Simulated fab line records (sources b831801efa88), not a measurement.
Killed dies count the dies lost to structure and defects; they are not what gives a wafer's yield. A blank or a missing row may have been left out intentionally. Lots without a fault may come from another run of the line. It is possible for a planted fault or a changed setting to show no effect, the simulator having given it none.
Lot-split experiment | flow sky130 | on a route of 708 steps: 5 lots, 23 wafers read

## THE SPLIT
At SKY_CAP2M_SPUTTER_02 (material TiN, target thk 200 nm, time 166.7 s), the setting power_w was moved away from the recipe's 6500 W on 7 of the 23 wafers read, by -6.4% to +10.5%. For the rest of the wafers, this setting stayed at what the recipe calls for.

## FROM THE SPLIT TO THE READING: what the file shows between them, 2 steps
- SKY_CAP2M_RS_MEAS_03: measures by four-point-probe
- SKY_CAP2M_THK_MEAS_04: measures by xrf

## THE READING
oes_product_au, in a.u., at SKY_CAP2M_METAL_ETCH_13 (etches TiN in Cl2/BCl3, stops on SiO2, target depth 220 nm, time 62.9 s). A value of 0.940 a.u. with a standard deviation of 0.0073 a.u. is what fault-free wafers of this fab line usually give.

wafer  | tool, chamber at the split | power_w as run, W | against the recipe | oes_product_au, a.u. | against lot-mates on the recipe
L079.1 | pvd_sputter-01, -          | 6500              | recipe             | 0.935                | -
L079.2 | pvd_sputter-01, -          | 6081              | -6.4%              | 0.905                | -0.033
L079.3 | pvd_sputter-01, -          | 6081              | -6.4%              | 0.898                | -0.040
L079.4 | pvd_sputter-01, -          | 6081              | -6.4%              | 0.908                | -0.030
L079.6 | pvd_sputter-01, -          | 6500              | recipe             | 0.942                | -
L077.1 | pvd_sputter-01, -          | 6500              | recipe             | 0.942                | -
L077.2 | pvd_sputter-01, -          | 6500              | recipe             | 0.940                | -
L077.3 | pvd_sputter-01, -          | 6500              | recipe             | 0.938                | -
L077.5 | pvd_sputter-01, -          | 6500              | recipe             | 0.947                | -
L077.6 | pvd_sputter-01, -          | 6500              | recipe             | 0.936                | -
L080.1 | pvd_sputter-01, -          | 7180              | +10.5%             | 0.992                | +0.049
L080.2 | pvd_sputter-01, -          | 7180              | +10.5%             | 0.985                | +0.042
L080.4 | pvd_sputter-01, -          | 6500              | recipe             | 0.938                | -
L080.5 | pvd_sputter-01, -          | 6500              | recipe             | 0.949                | -
L080.6 | pvd_sputter-01, -          | 6500              | recipe             | 0.942                | -
L084.1 | pvd_sputter-03, -          | 6500              | recipe             | 0.947                | -
L084.3 | pvd_sputter-03, -          | 6299              | -3.1%              | 0.937                | -0.011
L084.4 | pvd_sputter-03, -          | 6299              | -3.1%              | 0.931                | -0.017
L084.5 | pvd_sputter-03, -          | 6500              | recipe             | 0.947                | -
L084.6 | pvd_sputter-03, -          | 6500              | recipe             | 0.951                | -
L085.3 | pvd_sputter-03, -          | 6500              | recipe             | 0.939                | -
L085.4 | pvd_sputter-03, -          | 6500              | recipe             | 0.934                | -
L085.5 | pvd_sputter-03, -          | 6500              | recipe             | 0.933                | -

FIT RESULTS
A straight line over all 23 wafers: oes_product_au changes by +0.00485 a.u. for each +1% of power_w; r = +0.95; the points scatter about the line by 0.0063 a.u.
The same after taking each lot's own level away (the mean of its wafers on the recipe; 23 wafers): +0.00472 a.u. for each +1%; r = +0.98; scatter 0.0041 a.u.
Per that fit: largest power_w move, reading shift of 0.049 a.u.
Across the lots, their own levels run from 0.9353 to 0.9483 a.u., a range of 1.8 times the standard deviation given above.
Hence the lot-to-lot level has little effect on the slope; both slopes agree.
Check: with one of the wafers moved furthest among these (+10.5%) left out of the fit, the line predicts +0.0481 a.u. for it against its lot-mates. Against them it came out at +0.049 a.u.

## OTHER SPLITS APPLIED TO THESE WAFERS
Before the reading, these wafers also passed through other splits. Each is held against what the fit with the lots' levels taken away leaves over:
other split on the same wafers     | wafers away from the commonest value | r with oes_product_au (lot level and that fit taken away)
SKY_CAPM_METAL_ETCH_13 time_s      | 6                                    | -0.16
SKY_VIA3_CMP_02 leave_above_ref_nm | 8                                    | -0.20
SKY_VIA3_ETCH_15 bias_w            | 3                                    | +0.12
SKY_METAL4_SPUTTER_02 time_s       | 7                                    | -0.09

## THE WHOLE CHAIN: every reading that the file lists as answering this split, in the file's order
step                    | what it does                                                            | reading                                                                         | change (the file's fit)                   | r (the file's)
SKY_CAP2M_SPUTTER_02    | material TiN, target thk 200 nm, time 166.7 s                           | TiN_of_CAP2M_SPUTTER_02.thk_nm (the simulator's own value, which no gauge read) | +1.93 nm for each +1% of the setting      | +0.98
SKY_CAP2M_RS_MEAS_03    | measures by four-point-probe                                            | CAP2M_TIN_RS                                                                    | -0.065 for each +1% of the setting        | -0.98
SKY_CAP2M_THK_MEAS_04   | measures by xrf                                                         | CAP2M_TIN_THK                                                                   | +1.85 for each +1% of the setting         | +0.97
SKY_CAP2M_METAL_ETCH_13 | etches TiN in Cl2/BCl3, stops on SiO2, target depth 220 nm, time 62.9 s | oes_product_au                                                                  | +0.00464 a.u. for each +1% of the setting | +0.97

## THE FILE'S OWN FIT
oes_product_au changes by +0.00464 a.u. for each +1% of power_w, r = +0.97.
